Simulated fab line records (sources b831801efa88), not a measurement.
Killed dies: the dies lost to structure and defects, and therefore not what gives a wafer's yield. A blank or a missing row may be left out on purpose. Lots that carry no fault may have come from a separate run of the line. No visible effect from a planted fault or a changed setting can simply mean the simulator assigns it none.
fab line records	flow sky130
record: lots: 12	wafers: 36	last-day: 50
route steps=708 shown CONTACT@421 METAL1@435 VIA1@458 PAD_OPEN@708
lots with no fault: from the same line, run without faults
start-h: hours from the record's opening day to when the first of the lot's shown wafers began	wait-h: hours elapsed since this lot's preceding step	" as in the row above	L1.1+2: several wafers, shown together as one row	- no value, or no start given	* or withheld: withheld	< > ~ a bound
route shown NAME@n: names a module that has steps shown in the file, with the first one's number in the route	usual: the fault-free wafers' mean and standard deviation	same: alike in all rows	chamber/n: place in a boat	sites: readings site by site	_std_site: standard deviation of those values	_edge_site: inner sites' mean taken away from outer sites' mean	radius-mm: how far each site lies from the wafer's centre	mask NAME#n: copy n	behind: the most recent tool/chamber to have shaped the wafer	hold: reason for holding the lot/hours on hold/outcome of the hold	device: the n, p or np transistor that did not switch	end of line: at the end of the route, the tests of the same wafers	for a step that has no rows: nothing shown but its recipe	killed: dies that structure and defects cost at the first sort, which is not the same as the wafer's yield	map: dies across one wafer; x = killed, . = not, _ = none there
set.NAME: the setting the step ran with; set.NAME@STEP: the setting that earlier step ran with	model.NAME: the simulator's own value behind a step, which no gauge read
route steps across a sampled set of lots; one table per step, one row per wafer
services: when a tool's chamber went out of use (start-h, in hours from the record's first day, below 0 if earlier), for how many hours, and the reason
== steps ==
step: SKY_CONTACT_OVL_MEAS_15
usual: CONTACT_OVL: 1/4.8
lot.wafer	tool	chamber	start-h	wait-h	CONTACT_OVL[nm]
L360.1	overlay-01	-	763.97	0.1	0
L360.3	"	-	"	"	-1
L360.6	"	-	"	"	3
L361.1	overlay-01	-	764.62	0.1	0
L361.4	"	-	"	"	3
L361.5	"	-	"	"	-1
L363.2	overlay-01	-	787.43	0.1	-1
L363.5	"	-	"	"	3
L363.6	"	-	"	"	-2
L362.1	overlay-02	-	789.17	0.1	-5
L362.4	"	-	"	"	5
L362.5	"	-	"	"	0
L364.1	overlay-01	-	804.02	0.1	-2
L364.4	"	-	"	"	1
L364.5	"	-	"	"	-6
L374.2	overlay-01	-	858.72	0.1	-4
L374.3	"	-	"	"	5
L374.4	"	-	"	"	2
L376.2	overlay-01	-	865.92	0.1	2
L376.4	"	-	"	"	-7
L376.5	"	-	"	"	6
L377.3	overlay-02	-	876.63	0.1	13
L377.4	"	-	"	"	-1
L377.6	"	-	"	"	1
L378.1	overlay-01	-	878.17	0.1	5
L378.4	"	-	"	"	-4
L378.5	"	-	"	"	1
L381.1	overlay-01	-	900.07	0.1	-3
L381.3	"	-	"	"	-3
L381.5	"	-	"	"	-1
L382.1	overlay-02	-	904.67	0.1	-8
L382.2	"	-	"	"	-4
L382.6	"	-	"	"	-1
L383.1	overlay-01	-	908.57	0.1	10
L383.2	"	-	"	"	4
L383.6	"	-	"	"	-4
step: SKY_METAL1_SPUTTER_01
recipe: material: TiN	target-thk-nm: 20	power-w: 6500	time-s: 16.7	chamber-pressure-pa: 0.4
usual: throttle-valve-pct: 30.5/0.72
lot.wafer	tool	chamber	start-h	wait-h	throttle-valve-pct
L360.1	pvd-sputter-04	-	765.41	0.0	30.0
L360.3	"	-	"	"	30.3
L360.6	"	-	"	"	30.5
L361.1	pvd-sputter-02	-	766.06	0.0	32.0
L361.4	"	-	"	"	31.0
L361.5	"	-	"	"	30.7
L363.2	pvd-sputter-02	-	788.89	0.0	31.7
L363.5	"	-	"	"	30.0
L363.6	"	-	"	"	30.9
L362.1	pvd-sputter-02	-	790.61	0.0	29.9
L362.4	"	-	"	"	31.4
L362.5	"	-	"	"	31.3
L364.1	pvd-sputter-02	-	805.46	0.0	29.7
L364.4	"	-	"	"	32.1
L364.5	"	-	"	"	30.6
L374.2	pvd-sputter-04	-	860.15	0.0	29.9
L374.3	"	-	"	"	30.4
L374.4	"	-	"	"	29.9
L376.2	pvd-sputter-02	-	867.37	0.0	30.5
L376.4	"	-	"	"	29.6
L376.5	"	-	"	"	30.9
L377.3	pvd-sputter-03	-	878.06	0.0	29.3
L377.4	"	-	"	"	30.7
L377.6	"	-	"	"	29.5
L378.1	pvd-sputter-02	-	879.61	0.0	29.9
L378.4	"	-	"	"	32.0
L378.5	"	-	"	"	30.6
L381.1	pvd-sputter-04	-	901.55	0.0	30.4
L381.3	"	-	"	"	30.5
L381.5	"	-	"	"	30.3
L382.1	pvd-sputter-03	-	906.13	0.0	30.4
L382.2	"	-	"	"	30.3
L382.6	"	-	"	"	31.0
L383.1	pvd-sputter-04	-	910.01	0.0	30.3
L383.2	"	-	"	"	30.2
L383.6	"	-	"	"	30.2
step: SKY_METAL1_SPUTTER_02
recipe: material: AlCu	target-thk-nm: 250	power-w: 10600	time-s: 13.3	chamber-pressure-pa: 0.4
usual: throttle-valve-pct: 30.5/0.69
lot.wafer	tool	chamber	start-h	wait-h	throttle-valve-pct
L360.1	pvd-sputter-04	-	765.43	0.0	30.1
L360.3	"	-	"	"	30.6
L360.6	"	-	"	"	30.5
L361.1	pvd-sputter-02	-	766.08	0.0	32.1
L361.4	"	-	"	"	31.5
L361.5	"	-	"	"	30.6
L363.2	pvd-sputter-02	-	788.92	0.0	31.3
L363.5	"	-	"	"	30.0
L363.6	"	-	"	"	30.5
L362.1	pvd-sputter-02	-	790.63	0.0	29.9
L362.4	"	-	"	"	31.1
L362.5	"	-	"	"	31.7
L364.1	pvd-sputter-02	-	805.49	0.0	29.9
L364.4	"	-	"	"	31.8
L364.5	"	-	"	"	30.6
L374.2	pvd-sputter-04	-	860.18	0.0	29.9
L374.3	"	-	"	"	30.5
L374.4	"	-	"	"	30.2
L376.2	pvd-sputter-02	-	867.39	0.0	30.8
L376.4	"	-	"	"	29.8
L376.5	"	-	"	"	30.6
L377.3	pvd-sputter-03	-	878.08	0.0	29.5
L377.4	"	-	"	"	30.5
L377.6	"	-	"	"	29.5
L378.1	pvd-sputter-02	-	879.63	0.0	29.9
L378.4	"	-	"	"	31.7
L378.5	"	-	"	"	30.5
L381.1	pvd-sputter-04	-	901.57	0.0	30.4
L381.3	"	-	"	"	30.3
L381.5	"	-	"	"	30.4
L382.1	pvd-sputter-03	-	906.16	0.0	30.6
L382.2	"	-	"	"	30.2
L382.6	"	-	"	"	30.9
L383.1	pvd-sputter-04	-	910.03	0.0	30.6
L383.2	"	-	"	"	30.1
L383.6	"	-	"	"	30.3
step: SKY_VIA1_HDPCVD_00
recipe: material: SiO2	target-thk-nm: 1030	sigma-open-frac: 0.3	time-s: 171.7	temp-c: 400	sih4-flow-sccm: 60	pressure-mtorr: 6
usual: run-length-s: 199.5/0.69	sih4-flow-sccm: 59.99/0.19
lot.wafer	tool	chamber	start-h	wait-h	run-length-s	sih4-flow-sccm
L360.1	hdpcvd-01	2	792.31	0.0	199.2	60.25
L360.3	"	0	"	"	198.8	60.06
L360.6	"	1	"	"	199.4	60.15
L361.1	hdpcvd-02	1	792.88	0.0	200.0	60.08
L361.4	"	0	"	"	199.6	59.55
L361.5	"	1	"	"	199.1	60.15
L363.2	hdpcvd-01	1	816.96	0.0	199.5	60.14
L363.5	"	2	"	"	198.9	59.76
L363.6	"	1	"	"	199.9	59.93
L362.1	hdpcvd-02	1	818.62	0.0	199.5	59.54
L362.4	"	0	"	"	199.3	59.88
L362.5	"	2	"	"	200.4	59.92
L364.1	hdpcvd-02	2	833.97	0.0	179.6	59.90
L364.4	"	2	"	"	200.7	59.95
L364.5	"	0	"	"	199.0	60.18
L374.2	hdpcvd-01	0	886.39	0.0	199.1	60.39
L374.3	"	2	"	"	199.6	59.86
L374.4	"	0	"	"	198.9	60.09
L376.2	hdpcvd-01	1	894.26	0.0	199.6	59.95
L376.4	"	1	"	"	199.4	60.04
L376.5	"	0	"	"	199.1	59.98
L377.3	hdpcvd-01	0	905.43	0.0	198.8	60.28
L377.4	"	1	"	"	199.8	59.86
L377.6	"	0	"	"	198.5	60.03
L378.1	hdpcvd-01	1	906.35	0.0	199.6	60.27
L378.4	"	0	"	"	198.5	60.08
L378.5	"	2	"	"	199.0	60.10
L381.1	hdpcvd-01	1	926.79	0.0	199.5	59.99
L381.3	"	2	"	"	199.2	60.17
L381.5	"	1	"	"	199.5	59.97
L382.1	hdpcvd-02	1	931.84	0.0	199.3	60.06
L382.2	"	0	"	"	199.2	59.77
L382.6	"	2	"	"	201.4	59.95
L383.1	hdpcvd-01	2	935.33	0.0	199.6	59.99
L383.2	"	1	"	"	199.6	59.82
L383.6	"	1	"	"	200.4	60.14
step: SKY_VIA1_THK_MEAS_01
recipe: reads: SiO2_of_VIA1_HDPCVD_00
usual: VIA1_HDPCVD_THK: 1026/11
lot.wafer	tool	chamber	start-h	wait-h	VIA1_HDPCVD_THK[nm]
L360.1	film-metro-02	-	792.42	0.1	1033
L360.3	"	-	"	"	1030
L360.6	"	-	"	"	1039
L361.1	film-metro-03	-	792.99	0.1	1038
L361.4	"	-	"	"	1057
L361.5	"	-	"	"	1038
L363.2	film-metro-03	-	817.08	0.1	1006
L363.5	"	-	"	"	1013
L363.6	"	-	"	"	1004
L362.1	film-metro-02	-	818.73	0.1	1032
L362.4	"	-	"	"	1030
L362.5	"	-	"	"	1027
L364.1	film-metro-02	-	834.09	0.1	891
L364.4	"	-	"	"	1005
L364.5	"	-	"	"	1034
L374.2	film-metro-02	-	886.51	0.1	1019
L374.3	"	-	"	"	1027
L374.4	"	-	"	"	1024
L376.2	film-metro-03	-	894.38	0.1	1020
L376.4	"	-	"	"	1012
L376.5	"	-	"	"	1011
L377.3	film-metro-03	-	905.56	0.1	1038
L377.4	"	-	"	"	1012
L377.6	"	-	"	"	1028
L378.1	film-metro-01	-	906.46	0.1	1027
L378.4	"	-	"	"	1027
L378.5	"	-	"	"	1033
L381.1	film-metro-03	-	926.90	0.1	1009
L381.3	"	-	"	"	1020
L381.5	"	-	"	"	1022
L382.1	film-metro-02	-	931.95	0.1	1032
L382.2	"	-	"	"	1042
L382.6	"	-	"	"	1040
L383.1	film-metro-02	-	935.45	0.1	1000
L383.2	"	-	"	"	1021
L383.6	"	-	"	"	1013
step: SKY_PAD_OPEN_PROBE_99
usual: defect-limited-yield: 82.3/1.8	killed_at_M0_to_M3: 44/6.9	killed_at_M4_up: 3.3/1.7	killed-at-contacts: 24/5.5	killed-at-front-end: 16/4.5	killed-at-other: 0.2/0.46	killed-dies: 87/9.1	killed-open: 48/7.3	killed-short: 39/6.2	sort_bin_3_pad_short: 0.9/0.4	sort_bin_5_function: 10.4/1.5	sort_bin_6_memory: 6.4/1.2	sort-n-pass: 405/9.1	sort-yield-pct: 82.3/1.8
same: gross-dies: 492	killed-at-back-side: 0	sort_bin_4_leakage[%]: 0	sort_bin_8_speed[%]: 0
lot.wafer	tool	chamber	start-h	wait-h	defect-limited-yield[%]	killed_at_M0_to_M3	killed_at_M4_up	killed-at-contacts	killed-at-front-end	killed-at-other	killed-dies	killed-open	killed-short	sort_bin_3_pad_short[%]	sort_bin_5_function[%]	sort_bin_6_memory[%]	sort-n-pass	sort-yield-pct[%]
L381.1	prober-02	-	1195.77	0.1	84.6	44	5	13	14	0	76	44	31	0.4	9.6	5.5	416	84.6
L381.3	prober-02	-	1195.87	0.2	83.7	39	4	28	9	0	80	45	35	0.8	8.1	7.3	412	83.7
L381.5	prober-02	-	1195.97	0.2	83.3	41	3	19	19	0	82	52	30	1.0	8.9	6.7	410	83.3
killed by level:class
L381.1 VIA1:geometric-particle:open=12 VIA2:geometric-particle:open=7 LI_CONTACT:geometric-particle:open=6 VIA3:geometric-particle:open=6 VIA3:geometric-particle:short=5 FIELD_ISO:geometric-particle:open=4 VIA2:geometric-particle:short=4 POLY_CUT:geometric-particle:open=3
L381.3 VIA1:geometric-particle:open=13 LI_CONTACT:geometric-particle:open=11 LI_CONTACT:geometric-particle:short=6 CONTACT:geometric-particle:open=5 CONTACT:geometric-particle:short=5 METAL1:geometric-particle:short=5 METAL2:geometric-particle:short=5 FIELD_ISO:geometric-particle:open=4
L381.5 VIA1:geometric-particle:open=11 VIA3:geometric-particle:open=10 FIELD_ISO:geometric-particle:open=7 CONTACT:geometric-particle:open=7 VIA1:geometric-particle:short=7 POLY_GATE:geometric-particle:open=5 LI_CONTACT:geometric-particle:open=5 FIELD_ISO:geometric-particle:short=3
== services ==
tool	chamber	start-h	hours	kind
hdpcvd-02	2	743.18	7.3	repair
hdpcvd-01	-	747.56	1.0	repair
hdpcvd-01	-	751.81	1.8	repair
pvd-sputter-03	0	790.81	-	consumable-replace:kit
pvd-sputter-03	0	790.81	18.0	scheduled-down
pvd-sputter-03	0	790.81	18.0	vent-cycle
pvd-sputter-04	-	819.20	1.4	repair
hdpcvd-01	-	831.59	0.2	repair
pvd-sputter-02	0	851.42	-	consumable-replace:kit
pvd-sputter-02	0	851.42	18.0	scheduled-down
pvd-sputter-02	0	851.42	18.0	vent-cycle
pvd-sputter-04	2	877.67	-	consumable-replace:kit
pvd-sputter-04	2	877.67	18.0	scheduled-down
pvd-sputter-04	2	877.67	18.0	vent-cycle
pvd-sputter-02	-	924.80	1.3	repair
== key ==
first-sign: step: SKY_VIA1_HDPCVD_00	reading: run-length-s	direction: down	sigmas: 29	usual: *	struck: *
effect: step: SKY_VIA1_THK_MEAS_01	reading: VIA1_HDPCVD_THK	direction: down	sigmas: 12	usual: 1026	struck: 891
met-at SKY_VIA1_HDPCVD_00
struck-lots L364
struck-wafers L364.1
not-acting-at SKY_CONTACT_OVL_MEAS_15,SKY_METAL1_SPUTTER_01,SKY_METAL1_SPUTTER_02
onset-between 818.62 833.97
fault: kind: process-parameter-drift	tool: hdpcvd-02	chamber: -	onset-h: 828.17	steps: SKY_VIA1_HDPCVD_00	channel: time-s	offset: *	shape: step	end-h: 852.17	scope: struck-wafers-only	acts-in: *	stated: *
